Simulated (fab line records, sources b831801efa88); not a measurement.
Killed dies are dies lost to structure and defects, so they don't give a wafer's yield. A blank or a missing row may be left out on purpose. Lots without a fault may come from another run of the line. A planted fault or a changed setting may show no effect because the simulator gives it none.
A struck lot beside a sound one | flow gf180mcu | 19 steps out of a route of 602
Sound: wafers L872.2, L872.4, L872.5. Struck: wafers L868.2, L868.3, L868.5. The cause comes at the end.
At each step with rows: each side's tool, then ch and its chambers, then its first start. Under that, the readings that differ: sound wafers | struck wafers | difference of the means | sigmas: that difference in standard deviations of wafers without a fault.
alike: readings whose means differ by less than 2 such deviations, and words and numbers that are the same on both sides. not compared: withheld readings, readings that some wafer has no value for, bounds like >300 that may hide the same value, and numbers for which the record gives no deviation and whose values overlap.
The two part at a step that has a row with sigmas, a row that says differs or no value, or rows on one side only. Numbers that don't overlap but have no deviation are shown without sigmas and don't part them. A reading that every wafer of one side lacks parts them only if that side has two wafers or more.

first, 2 steps without rows for these wafers: GF_M5_CLEAN_13 (cleans in DIW); GF_V5_CVD_00 (deposits SiO2, target thk 300 nm, time 50 s).
GF_V5_THK_MEAS_01:
  sound on film_metro-02, day 31 07:50; struck on film_metro-02, day 30 03:43
  alike: V5_CVD_00_THK
GF_V5_CVD_02: deposits SiO2 from TEOS, target thk 1450 nm, time 163.28 s.
  sound on pecvd-03 ch 0,1, day 31 07:53; struck on pecvd-04 ch 0,1, day 30 03:46
  alike: heater_power_outer_w, heater_power_w, susceptor_temp_C
GF_V5_THK_MEAS_03:
  sound on film_metro-01, day 31 08:01; struck on film_metro-03, day 30 03:53
  alike: V5_CVD_02_THK
GF_V5_CMP_04: polishes SiO2.
  sound on cmp-02 ch 1,2, day 31 08:04; struck on cmp-02 ch 1,3, day 30 03:56
  alike: motor_current_A, slurry_filter_dp_kPa
GF_V5_BOW_MEAS_05:
  sound on film_metro-02, day 31 08:23; struck on film_metro-03, day 30 04:16
  alike: V5_BOW
then, 5 steps without rows for these wafers: GF_V5_DEHYDRATE_06 (time 60 s); GF_V5_HMDS_07 (prime time 60 s); GF_V5_COAT_08; GF_V5_COAT_09 (resist thk 1000 nm); GF_V5_SOFTBAKE_10 (time 60 s).
GF_V5_EXPOSE_11: exposes mask Via5, target cd 260 nm.
  sound on krf_scanner-02 ch 0, day 31 17:30; struck on krf_scanner-01 ch 0, day 30 13:57
  reading                    | sound             | struck            | difference | sigmas
  model.V5.overlay_x_nm (nm) | 1.767 1.767 1.767 | 24.57 24.57 24.57 | +22.80     |
  alike: mask
then, 2 steps without rows for these wafers: GF_V5_PEB_12 (peb time 90 s); GF_V5_DEVELOP_13 (develop time 60 s).
GF_V5_CD_MEAS_14: target cd 260 nm.
  sound on cd_sem-01, day 32 02:00; struck on cd_sem-01, day 30 23:04
  alike: cd_nm
GF_V5_OVL_MEAS_15:
  sound on overlay-01, day 32 02:07; struck on overlay-02, day 30 23:22
  reading     | sound  | struck   | difference | sigmas
  V5_OVL (nm) | 0 -6 0 | 19 12 22 | +20        | +4
  not compared: hold
GF_V5_ETCH_16: etches BARC in N2/H2.
  sound on rie_diel-03 ch 0,2,3, day 32 02:08; struck on rie_diel-02 ch 0,2,3, day 31 01:32
  reading | sound | struck                                                                     | difference                   | sigmas
  hold    | - - - | await_dispo/2.1h/release await_dispo/2.1h/release await_dispo/2.1h/release | no value on the sound wafers |
  alike: drypump_motor_current_A, oes_product_au, throttle_valve_pct
GF_PASSIVATION_PROBE_99:
  the record has rows for the sound wafers here (prober-01, day 33 16:53) and none for the struck ones

WHERE THEY PART
First at GF_V5_OVL_MEAS_15; last, within this record, at GF_PASSIVATION_PROBE_99.

WHY: what the simulator had put in
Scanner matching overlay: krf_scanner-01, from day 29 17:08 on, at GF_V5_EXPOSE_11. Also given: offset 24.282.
